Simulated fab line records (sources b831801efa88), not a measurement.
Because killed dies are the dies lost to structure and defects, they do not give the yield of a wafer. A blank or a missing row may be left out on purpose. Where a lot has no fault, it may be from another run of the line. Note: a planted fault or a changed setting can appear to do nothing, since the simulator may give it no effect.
Which tool is to blame? -- flow gf180mcu -- 39 wafers from 13 lots sampled at 5 of the route's 602 steps

== WHAT THE GAUGES READ, wafer by wafer ==
GF_STI_THK_MEAS_24.
lot,measured,on,STI_CVD_23_THK (nm)
L646,day 2 04:34,filmMetro-04,639 647 636
L648,day 2 13:53,filmMetro-02,638 644 644
L649,day 2 19:20,filmMetro-02,635 646 636
L650,day 3 00:53,filmMetro-04,650 659 656
L653,day 3 16:10,filmMetro-02,641 641 642
L654,day 3 21:33,filmMetro-03,650 644 648
L655,day 4 01:46,filmMetro-03,646 647 649
L656,day 4 07:43,filmMetro-04,651 650 659
L658,day 4 17:26,filmMetro-03,647 648 644
L665,day 6 05:52,filmMetro-03,647 652 647
L666,day 6 11:45,filmMetro-02,656 651 654
L668,day 6 21:59,filmMetro-03,641 644 648
L669,day 7 02:34,filmMetro-04,649 648 646

GF_LVPWELL_OVL_MEAS_07.
lot,measured,on,LVPWELL_OVL (nm)
L646,day 3 22:08,overlay-02,1.0 0.6 1.3
L648,day 4 08:39,overlay-02,0.6 1.8 -0.2
L649,day 4 13:53,overlay-02,1.3 2.1 1.2
L650,day 4 20:49,overlay-02,1.5 1.2 0.9
L653,day 5 14:43,overlay-02,0.9 1.2 1.3
L654,day 5 19:56,overlay-01,-0.6 1.2 2.5
L655,day 5 22:52,overlay-02,-0.2 1.6 0.2
L656,day 6 05:40,overlay-01,-0.6 -0.4 -0.1
L658,day 6 16:03,overlay-02,0.8 -0.8 -0.6
L665,day 8 07:49,overlay-02,0.6 -1.5 0.8
L666,day 8 13:17,overlay-01,-0.8 -1.0 0.1
L668,day 9 01:24,overlay-01,0.7 0.6 1.4
L669,day 9 05:35,overlay-02,0.4 1.2 -0.4

GF_HV_LDD_OVL_MEAS_08.
lot,measured,on,HV_LDD_OVL (nm)
L646,day 10 05:56,overlay-02,1.0 1.4 2.2
L648,day 10 15:01,overlay-02,1.4 1.7 3.2
L649,day 10 21:11,overlay-01,2.6 0.6 1.3
L650,day 11 04:12,overlay-02,3.3 1.4 0.8
L653,day 12 03:13,overlay-02,0.3 -0.7 -0.6
L654,day 12 11:14,overlay-02,2.4 4.3 4.8
L655,day 12 12:19,overlay-02,3.5 2.5 0.6
L656,day 12 23:59,overlay-02,0.2 2.6 0.8
L658,day 13 12:48,overlay-02,3.1 1.7 2.2
L665,day 15 21:11,overlay-02,298.9 296.8 295.9
L666,day 16 04:32,overlay-01,294.3 294.7 296.4
L668,day 16 22:56,overlay-02,-0.1 0.9 2.1
L669,day 17 01:03,overlay-01,1.2 0.7 1.4

== EACH LOT AND THE TOOL THAT RAN IT (in order: tool; ch and the chambers of the sampled wafers; start) ==
lot,GF_STI_ETCH_14,GF_HV_LDD_EXPOSE_04
L646,"rieSi-01 ch 0,1, day 2 02:44","ilineStepper-02 ch 0, day 9 21:36"
L648,"rieSi-02 ch 0,1,2, day 2 12:04","ilineStepper-01 ch 0, day 10 05:22"
L649,"rieSi-02 ch 0,1,2, day 2 17:32","ilineStepper-01 ch 0, day 10 12:10"
L650,"rieSi-02 ch 1,2,3, day 2 23:05","ilineStepper-02 ch 0, day 10 20:53"
L653,"rieSi-01 ch 1,3, day 3 14:22","ilineStepper-01 ch 0, day 11 18:55"
L654,"rieSi-01 ch 1,2,3, day 3 18:53","ilineStepper-02 ch 0, day 12 01:25"
L655,"rieSi-02 ch 1,2, day 3 23:56","ilineStepper-02 ch 0, day 12 02:50"
L656,"rieSi-02 ch 1,2,3, day 4 05:55","ilineStepper-01 ch 0, day 12 14:33"
L658,"rieSi-02 ch 1,2,3, day 4 15:38","ilineStepper-02 ch 0, day 13 01:50"
L665,"rieSi-01 ch 0,2, day 6 03:31","ilineStepper-02 ch 0, day 15 10:48"
L666,"rieSi-01 ch 0,1, day 6 09:56","ilineStepper-02 ch 0, day 15 18:06"
L668,"rieSi-02 ch 0,1,3, day 6 20:11","ilineStepper-01 ch 0, day 16 12:04"
L669,"rieSi-02 ch 0,2, day 7 00:11","ilineStepper-01 ch 0, day 16 13:31"
- GF_STI_ETCH_14: etches Si in HBr/Cl2/O2, target depth 360 nm, time 102.9 s.
- GF_HV_LDD_EXPOSE_04: exposes mask Nplus LV AREA, target cd 400 nm.

== WHAT THE TOOLS THEMSELVES READ (means of the sampled wafers that have a number; where no wafer has one, the mark that the record gives instead) ==
GF_STI_ETCH_14.
lot,tool,chamberPressureMTorr (mTorr),drypumpMotorCurrentA (A),oesProductAu (a.u.),throttleValvePct (%)
L646,rieSi-01,14.992,6.4,1.002,25.652
L648,rieSi-02,15.003,5.5,1.004,25.656
L649,rieSi-02,14.986,5.5,1.006,25.654
L650,rieSi-02,15.003,5.3,1.002,25.651
L653,rieSi-01,14.992,5.9,1.015,25.647
L654,rieSi-01,14.992,5.9,1.008,25.660
L655,rieSi-02,15.015,5.4,1.003,25.645
L656,rieSi-02,15.002,5.3,1.006,25.657
L658,rieSi-02,14.998,5.3,1.002,25.650
L665,rieSi-01,14.993,6.3,1.007,25.653
L666,rieSi-01,14.983,6.0,1.008,25.650
L668,rieSi-02,14.998,5.1,1.005,25.653
L669,rieSi-02,14.987,5.7,1.015,25.645

GF_HV_LDD_EXPOSE_04.
lot,tool,focusOffsetNm (nm)
L646,ilineStepper-02,-0.6
L648,ilineStepper-01,-0.1
L649,ilineStepper-01,-0.1
L650,ilineStepper-02,-0.3
L653,ilineStepper-01,-0.1
L654,ilineStepper-02,0.8
L655,ilineStepper-02,-0.2
L656,ilineStepper-01,0.1
L658,ilineStepper-02,0.1
L665,ilineStepper-02,-0.2
L666,ilineStepper-02,-0.3
L668,ilineStepper-01,0.2
L669,ilineStepper-01,-0.1

== THE ANSWER, worked out from the rows above alone ==
Rule: what is usual is taken from the lots themselves. The widest of any qualifying gaps counts: lots, ordered by their means at a reading, are off when they make up no more than a third of the lots, leave a main group of 4 or more, and stand apart from it by 3 or more times the standard deviation of that group's means. Not used: any main group whose means are identical at the precision the tables above print for the reading. A lot without any number at a reading at which 4 lots or more have one is off too. Where the step has rows for the other lots, those lots are counted as sound. First the gauges in route order, then the tools' own readings, where a lot's mean is used as printed above. The first step at which some lot is off is used, and at that step the reading that is off furthest; a lot without a number counts as furthest.
Off: L665, L666, seen at GF_HV_LDD_OVL_MEAS_08 (HV_LDD_OVL). Main group: mean 1.7 nm, sd 0.99.
If a tool, at a process step before that reading, ran all the lots that are off and no sound lot after the first of them, it fits. Those tools and the gauges at GF_HV_LDD_OVL_MEAS_08 are tried in the same way. Can't be told from this: 2 tools fit, rieSi-01 at GF_STI_ETCH_14, ilineStepper-02 at GF_HV_LDD_EXPOSE_04.

== WHAT WAS PUT IN BY THE SIMULATOR ==
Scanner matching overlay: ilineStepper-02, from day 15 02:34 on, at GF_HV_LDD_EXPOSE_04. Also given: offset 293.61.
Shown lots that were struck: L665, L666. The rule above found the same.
